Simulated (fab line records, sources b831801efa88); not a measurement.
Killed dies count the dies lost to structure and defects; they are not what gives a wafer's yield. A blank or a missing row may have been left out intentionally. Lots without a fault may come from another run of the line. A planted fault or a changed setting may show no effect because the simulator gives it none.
fab line records	flow sky130
record lots=12	wafers=36	last-day=50
route steps=708 shown SONOS_ONO@170 LDD_N@244 LDD_P@265 RES_XHIGH@341
lots untouched by any fault: they come from a run of this same line in which no faults occurred
start-h: hours from the record's opening day to when the first of the lot's shown wafers began	wait-h: hours elapsed since this lot's preceding step	" identical to the entry in the row above	L1.1+2: a row that stands for several wafers	- value missing, or start not given	* or withheld: withheld	< > ~ a bound
route shown NAME@n: names a module that has steps shown in the file, with the first one's number in the route	usual: mean/standard deviation taken from wafers without a fault	same: alike in all rows	chamber/n: place in a boat	sites: readings site by site	_std_site: how widely they spread, as a standard deviation	_edge_site: the outer-site mean with the inner-site mean subtracted	radius-mm: how far each site lies from the wafer's centre	mask NAME#n: copy n	behind: the most recent tool/chamber to have shaped the wafer	hold: why the lot went on hold/how many hours it stayed there/how the hold came to an end	device: which transistor (n, p or np) failed to switch	end of line: tests of these same wafers at the route's end	a step without rows: its recipe alone	killed: dies that structure and defects cost at the first sort, which is not the same as the wafer's yield	map: a wafer's dies, x killed, . not, _ none there
set.NAME: the run value of the setting; set.NAME@STEP: its run value at that earlier step	model.NAME: the simulator's own value behind a step, which no gauge read
steps of the route over a sample of lots; a table a step, a row a wafer
services: the hour from which a tool's chamber was out of use, counted from the record's first day as start-h (under 0 if before that day), plus the number of hours and why
## steps
# step SKY_SONOS_ONO_CVD_02
# recipe material=Si3N4	precursor=DCS/NH3	target-thk-nm=10.5	temp-c=770	time-s=180	pressure-mtorr=250
# usual zone-power-centre-pct=14.3/0.86	zone-power-upper-pct=13.2/0.76
lot.wafer	tool	chamber	start-h	wait-h	zone-power-centre-pct	zone-power-upper-pct
L717.2	lpcvd-02	0	257.40	0.0	15.0	12.4
L717.5	"	0	"	"	15.4	12.6
L717.6	"	0	"	"	15.4	12.2
L718.2	lpcvd-02	0	268.56	1.8	15.0	12.6
L718.3	"	0	"	"	15.1	12.3
L718.6	"	0	"	"	15.3	12.4
L721.1	lpcvd-02	1	279.63	0.9	13.6	14.1
L721.2	"	1	"	"	13.5	14.2
L721.4	"	1	"	"	13.5	13.7
L723.1	lpcvd-02	0	294.68	1.5	15.1	12.2
L723.2	"	0	"	"	15.0	12.4
L723.5	"	0	"	"	14.9	11.9
L724.1	lpcvd-02	1	304.62	0.5	13.7	13.8
L724.3	"	1	"	"	13.6	13.9
L724.4	"	1	"	"	13.8	14.2
L726.2	lpcvd-02	1	321.88	1.2	13.5	13.8
L726.5	"	1	"	"	13.6	13.8
L726.6	"	1	"	"	13.5	13.9
L727.1	lpcvd-02	1	335.99	0.1	13.6	13.7
L727.4	"	1	"	"	13.7	14.2
L727.5	"	1	"	"	13.4	13.8
L728.4	lpcvd-02	1	337.04	0.6	13.7	14.1
L728.5	"	1	"	"	13.6	13.9
L728.6	"	1	"	"	13.8	14.0
L737.2	lpcvd-02	1	407.09	1.0	13.5	14.0
L737.3	"	1	"	"	13.7	13.8
L737.6	"	1	"	"	13.5	13.8
L738.2	lpcvd-02	1	419.67	0.0	13.4	13.9
L738.3	"	1	"	"	13.6	13.8
L738.6	"	1	"	"	13.6	13.9
L739.4	lpcvd-02	0	425.62	1.2	15.3	12.6
L739.5	"	0	"	"	15.2	12.4
L739.6	"	0	"	"	15.1	12.6
L740.1	lpcvd-02	0	434.03	0.1	15.4	12.5
L740.3	"	0	"	"	15.1	12.4
L740.4	"	0	"	"	15.2	12.4
# step SKY_SONOS_ONO_THK_MEAS_03
# recipe reads=Si3N4_of_SONOS_ONO_CVD_02
# usual SONOS_ONO_CVD_02_THK=10.54/0.12
lot.wafer	tool	chamber	start-h	wait-h	SONOS_ONO_CVD_02_THK[nm]
L717.2	film-metro-01	-	258.46	0.0	10.71
L717.5	"	-	"	"	10.62
L717.6	"	-	"	"	10.63
L718.2	film-metro-02	-	269.62	0.0	10.49
L718.3	"	-	"	"	10.42
L718.6	"	-	"	"	10.56
L721.1	film-metro-04	-	280.68	0.0	10.54
L721.2	"	-	"	"	10.44
L721.4	"	-	"	"	10.45
L723.1	film-metro-02	-	295.73	0.0	10.63
L723.2	"	-	"	"	10.69
L723.5	"	-	"	"	10.61
L724.1	film-metro-01	-	305.67	0.0	10.50
L724.3	"	-	"	"	10.64
L724.4	"	-	"	"	10.50
L726.2	film-metro-04	-	322.94	0.0	10.60
L726.5	"	-	"	"	10.57
L726.6	"	-	"	"	10.43
L727.1	film-metro-04	-	337.04	0.0	11.71
L727.4	"	-	"	"	11.78
L727.5	"	-	"	"	11.69
L728.4	film-metro-01	-	338.12	0.0	11.82
L728.5	"	-	"	"	11.70
L728.6	"	-	"	"	11.72
L737.2	film-metro-04	-	408.15	0.0	10.59
L737.3	"	-	"	"	10.46
L737.6	"	-	"	"	10.64
L738.2	film-metro-01	-	420.73	0.0	10.68
L738.3	"	-	"	"	10.53
L738.6	"	-	"	"	10.65
L739.4	film-metro-01	-	426.70	0.0	10.43
L739.5	"	-	"	"	10.42
L739.6	"	-	"	"	10.37
L740.1	film-metro-04	-	435.08	0.0	10.46
L740.3	"	-	"	"	10.52
L740.4	"	-	"	"	10.36
# step SKY_LDD_N_OVL_MEAS_07
# usual LDD_N_OVL=-0.3/1.2
lot.wafer	tool	chamber	start-h	wait-h	LDD_N_OVL[nm]
L717.2	overlay-01	-	398.72	0.1	0.0
L717.5	"	-	"	"	-2.9
L717.6	"	-	"	"	-1.7
L718.2	overlay-01	-	411.42	0.1	-0.5
L718.3	"	-	"	"	-1.5
L718.6	"	-	"	"	-2.7
L721.1	overlay-02	-	449.64	0.1	-0.5
L721.2	"	-	"	"	-1.8
L721.4	"	-	"	"	-1.2
L723.1	overlay-01	-	450.07	0.1	1.1
L723.2	"	-	"	"	0.7
L723.5	"	-	"	"	-1.0
L724.1	overlay-02	-	460.66	0.1	3.3
L724.3	"	-	"	"	1.5
L724.4	"	-	"	"	2.0
L726.2	overlay-01	-	479.15	0.1	-0.2
L726.5	"	-	"	"	-1.2
L726.6	"	-	"	"	-1.2
L728.4	overlay-01	-	494.96	0.1	0.4
L728.5	"	-	"	"	0.7
L728.6	"	-	"	"	-0.6
L727.1	overlay-02	-	495.86	0.1	1.5
L727.4	"	-	"	"	-0.6
L727.5	"	-	"	"	1.3
L737.2	overlay-01	-	570.72	0.1	1.4
L737.3	"	-	"	"	-0.6
L737.6	"	-	"	"	-0.3
L738.2	overlay-01	-	583.45	0.1	-1.1
L738.3	"	-	"	"	-0.7
L738.6	"	-	"	"	-1.4
L739.4	overlay-01	-	587.78	0.1	-0.9
L739.5	"	-	"	"	-0.1
L739.6	"	-	"	"	0.5
L740.1	overlay-02	-	594.14	0.1	-0.1
L740.3	"	-	"	"	-1.3
L740.4	"	-	"	"	-0.6
# step SKY_LDD_P_STRIP_10
# recipe chemistry=O2/N2	power-w=1400	pressure-mtorr=1500	platen-temp-c=withheld	o2-flow-sccm=3000	n2-flow-sccm=300	overash-fraction=0.5
# usual drypump-motor-current-A=5.6/0.35	oes-product-au=0.716/0.0046	strip-time-to-endpoint-s=14.17/0.046
lot.wafer	tool	chamber	start-h	wait-h	drypump-motor-current-A	oes-product-au	rf-hours-counter-h	strip-time-to-endpoint-s
L717.2	plasma-asher-01	1	430.91	0.1	5.1	0.719	59	14.24
L717.5	"	1	"	"	5.1	0.719	-	14.23
L717.6	"	0	"	"	5.1	0.710	-	14.20
L718.2	plasma-asher-03	0	443.02	0.1	5.8	0.710	33	14.15
L718.3	"	1	"	"	5.4	0.722	-	14.15
L718.6	"	0	"	"	5.8	0.713	-	14.15
L721.1	plasma-asher-01	1	483.35	0.1	5.1	0.720	64	14.19
L721.2	"	0	"	"	5.1	0.714	64	14.20
L721.4	"	0	"	"	5.1	0.720	-	14.17
L723.1	plasma-asher-02	0	484.00	0.1	5.7	0.704	5	14.14
L723.2	"	1	"	"	6.1	0.720	5	14.15
L723.5	"	0	"	"	5.7	0.710	-	14.07
L724.1	plasma-asher-02	1	492.87	0.1	6.1	0.726	6	14.25
L724.3	"	0	"	"	5.7	0.722	-	14.19
L724.4	"	1	"	"	6.1	0.717	-	14.21
L726.2	plasma-asher-03	0	511.70	0.1	5.8	0.718	40	14.13
L726.5	"	1	"	"	5.4	0.718	-	14.14
L726.6	"	0	"	"	5.8	0.721	-	14.17
L728.4	plasma-asher-02	0	527.04	0.1	5.7	0.711	-	14.20
L728.5	"	1	"	"	6.1	0.717	-	14.18
L728.6	"	0	"	"	5.7	0.721	-	14.18
L727.1	plasma-asher-03	0	527.72	0.1	5.8	0.709	42	14.26
L727.4	"	0	"	"	5.8	0.710	-	14.23
L727.5	"	0	"	"	5.8	0.714	-	14.23
L737.2	plasma-asher-03	0	601.47	0.1	5.8	0.712	49	14.11
L737.3	"	0	"	"	5.8	0.712	-	14.13
L737.6	"	1	"	"	5.4	0.712	-	14.14
L738.2	plasma-asher-02	1	614.66	0.1	6.1	0.718	18	14.20
L738.3	"	0	"	"	5.7	0.724	-	14.14
L738.6	"	0	"	"	5.7	0.718	-	14.13
L739.4	plasma-asher-01	0	618.73	0.1	5.1	0.719	-	14.16
L739.5	"	0	"	"	5.1	0.715	-	14.17
L739.6	"	1	"	"	5.1	0.720	-	14.15
L740.1	plasma-asher-02	1	624.72	0.1	6.1	0.708	19	14.22
L740.3	"	0	"	"	5.7	0.719	-	14.22
L740.4	"	1	"	"	6.1	0.714	-	14.25
# step SKY_RES_XHIGH_TW_MEAS_09
# usual RES_XHIGH_TW=1641/14
lot.wafer	tool	chamber	start-h	wait-h	RES_XHIGH_TW
L717.2	film-metro-01	-	615.83	0.1	1641
L717.5	"	-	"	"	1628
L717.6	"	-	"	"	1634
L718.2	film-metro-02	-	625.13	0.1	1658
L718.3	"	-	"	"	1667
L718.6	"	-	"	"	1663
L723.1	film-metro-02	-	663.35	0.1	1661
L723.2	"	-	"	"	1661
L723.5	"	-	"	"	1654
L721.1	film-metro-02	-	663.89	0.1	1654
L721.2	"	-	"	"	1659
L721.4	"	-	"	"	1654
L724.1	film-metro-02	-	671.45	0.1	1653
L724.3	"	-	"	"	1658
L724.4	"	-	"	"	1652
L726.2	film-metro-03	-	691.20	0.1	1616
L726.5	"	-	"	"	1617
L726.6	"	-	"	"	1619
L728.4	film-metro-01	-	703.85	0.1	1611
L728.5	"	-	"	"	1620
L728.6	"	-	"	"	1619
L727.1	film-metro-01	-	704.45	0.1	1623
L727.4	"	-	"	"	1628
L727.5	"	-	"	"	1625
L737.2	film-metro-03	-	771.90	0.1	1639
L737.3	"	-	"	"	1627
L737.6	"	-	"	"	1630
L738.2	film-metro-02	-	782.88	0.1	1643
L738.3	"	-	"	"	1651
L738.6	"	-	"	"	1646
L739.4	film-metro-02	-	788.33	0.1	1649
L739.5	"	-	"	"	1649
L739.6	"	-	"	"	1653
L740.1	film-metro-03	-	792.90	0.1	1630
L740.3	"	-	"	"	1626
L740.4	"	-	"	"	1630
## services
tool	chamber	start-h	hours	kind
plasma-asher-02	-	307.25	4.2	repair
plasma-asher-01	-	343.19	1.2	repair
lpcvd-02	-	356.89	28.1	pm
plasma-asher-03	-	357.38	2.8	pm
plasma-asher-01	-	371.03	14.6	pm
plasma-asher-02	-	377.40	18.8	pm
plasma-asher-01	-	385.63	2.8	pm
plasma-asher-03	-	411.14	1.2	repair
plasma-asher-02	-	412.60	1.0	repair
plasma-asher-02	-	421.30	9.0	pm
plasma-asher-02	0	421.30	9.0	vent-cycle
plasma-asher-02	1	421.30	9.0	vent-cycle
plasma-asher-02	0	430.30	-	clean
plasma-asher-02	1	430.30	-	clean
plasma-asher-01	-	474.35	0.6	repair
plasma-asher-02	-	563.22	1.4	repair
lpcvd-02	-	601.54	2.3	repair
plasma-asher-03	-	622.71	0.4	repair
## key
first-sign step=SKY_SONOS_ONO_THK_MEAS_03	reading=SONOS_ONO_CVD_02_THK	direction=up	sigmas=10	usual=10.54	struck=11.73
effect none on later readings
met-at SKY_SONOS_ONO_CVD_02
struck-lots L727,L728
struck-wafers L727.1,L727.4,L727.5,L728.4,L728.5,L728.6
tester-left-out L727,L728
not-acting-at SKY_LDD_N_OVL_MEAS_07,SKY_LDD_P_STRIP_10,SKY_RES_XHIGH_TW_MEAS_09
onset-between 321.88 335.99
fault kind=process-parameter-drift	tool=lpcvd-02	chamber=1	onset-h=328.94	steps=SKY_SONOS_ONO_CVD_02	channel=target-thk-nm	offset=1.1381	shape=step	end-h=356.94	acts-in=these-recipes-only	stated=10.5
# tester-left-out: of these lots the tester's yield and bins aren't shown, on N5 and GAA mostly nor the transistor test; their killed dies are dies lost to structure and defects alone, not to doping, threshold or leakage, so they don't give the yield
